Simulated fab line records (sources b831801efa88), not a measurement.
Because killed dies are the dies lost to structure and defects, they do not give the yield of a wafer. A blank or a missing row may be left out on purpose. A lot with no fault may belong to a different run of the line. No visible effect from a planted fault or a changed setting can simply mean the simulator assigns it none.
Matching of chambers || flow sky130 || 4 sister chambers for SKY_FIELD_ISO_ETCH_14 on rieDiel-03
The step etches BARC in N2/H2, stops on SiO2, time 45.9 s, target depth 60 nm. 7 wafers are shown with their chamber, then 9 later ones without.

WAFERS PAIRED WITH THEIR CHAMBERS
{"wafer": "L076.6", "chamber": 3, "drypumpMotorCurrentA (A)": 5.95, "oesProductAu (a.u.)": 0.852}
{"wafer": "L086.2", "chamber": 2, "drypumpMotorCurrentA (A)": 6.06, "oesProductAu (a.u.)": 0.866}
{"wafer": "L086.5", "chamber": 0, "drypumpMotorCurrentA (A)": 5.87, "oesProductAu (a.u.)": 0.854}
{"wafer": "L087.3", "chamber": 2, "drypumpMotorCurrentA (A)": 6.07, "oesProductAu (a.u.)": 0.863}
{"wafer": "L088.2", "chamber": 0, "drypumpMotorCurrentA (A)": 5.85, "oesProductAu (a.u.)": 0.859}
{"wafer": "L088.3", "chamber": 1, "drypumpMotorCurrentA (A)": 5.84, "oesProductAu (a.u.)": 0.860}
{"wafer": "L088.6", "chamber": 1, "drypumpMotorCurrentA (A)": 5.84, "oesProductAu (a.u.)": 0.853}

WAFERS MISSING THEIR CHAMBER
{"wafer": "L090.2", "drypumpMotorCurrentA (A)": 6.08, "oesProductAu (a.u.)": 0.858}
{"wafer": "L090.3", "drypumpMotorCurrentA (A)": 5.86, "oesProductAu (a.u.)": 0.855}
{"wafer": "L090.4", "drypumpMotorCurrentA (A)": 5.85, "oesProductAu (a.u.)": 0.858}
{"wafer": "L094.1", "drypumpMotorCurrentA (A)": 5.96, "oesProductAu (a.u.)": 0.853}
{"wafer": "L094.3", "drypumpMotorCurrentA (A)": 6.09, "oesProductAu (a.u.)": 0.856}
{"wafer": "L094.4", "drypumpMotorCurrentA (A)": 5.94, "oesProductAu (a.u.)": 0.858}
{"wafer": "L096.3", "drypumpMotorCurrentA (A)": 5.98, "oesProductAu (a.u.)": 0.858}
{"wafer": "L096.4", "drypumpMotorCurrentA (A)": 5.88, "oesProductAu (a.u.)": 0.847}
{"wafer": "L096.5", "drypumpMotorCurrentA (A)": 6.08, "oesProductAu (a.u.)": 0.860}

THE CHAMBER EACH PASSED THROUGH
{"wafer": "L090.2", "from the rows above": 2, "in truth": 2}
{"wafer": "L090.3", "from the rows above": "can't be placed: 0 or 1", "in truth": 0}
{"wafer": "L090.4", "from the rows above": "can't be placed: 0 or 1", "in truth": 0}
{"wafer": "L094.1", "from the rows above": 3, "in truth": 3}
{"wafer": "L094.3", "from the rows above": 2, "in truth": 2}
{"wafer": "L094.4", "from the rows above": 3, "in truth": 3}
{"wafer": "L096.3", "from the rows above": 3, "in truth": 3}
{"wafer": "L096.4", "from the rows above": "can't be placed: 0 or 1", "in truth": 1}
{"wafer": "L096.5", "from the rows above": 2, "in truth": 2}
6 of 9 placed correctly. These rows do not allow placing 3 (true chamber among the candidates in 3). 0 placed wrongly.
How it was worked out, from the rows above alone: a wafer's distance from a chamber is the root of the sum, over the readings, of the square of ((its reading less the chamber's mean) divided by the reading's scatter). If the next closest chamber is less than 2 further off than the closest, the wafer can't be placed; otherwise it belongs to the closest. Each chamber's mean is taken over the wafers shown for it. The scatter: the root of (the sum of the squares of (reading less its chamber's mean) over the shown wafers, divided by (wafers less chambers)).
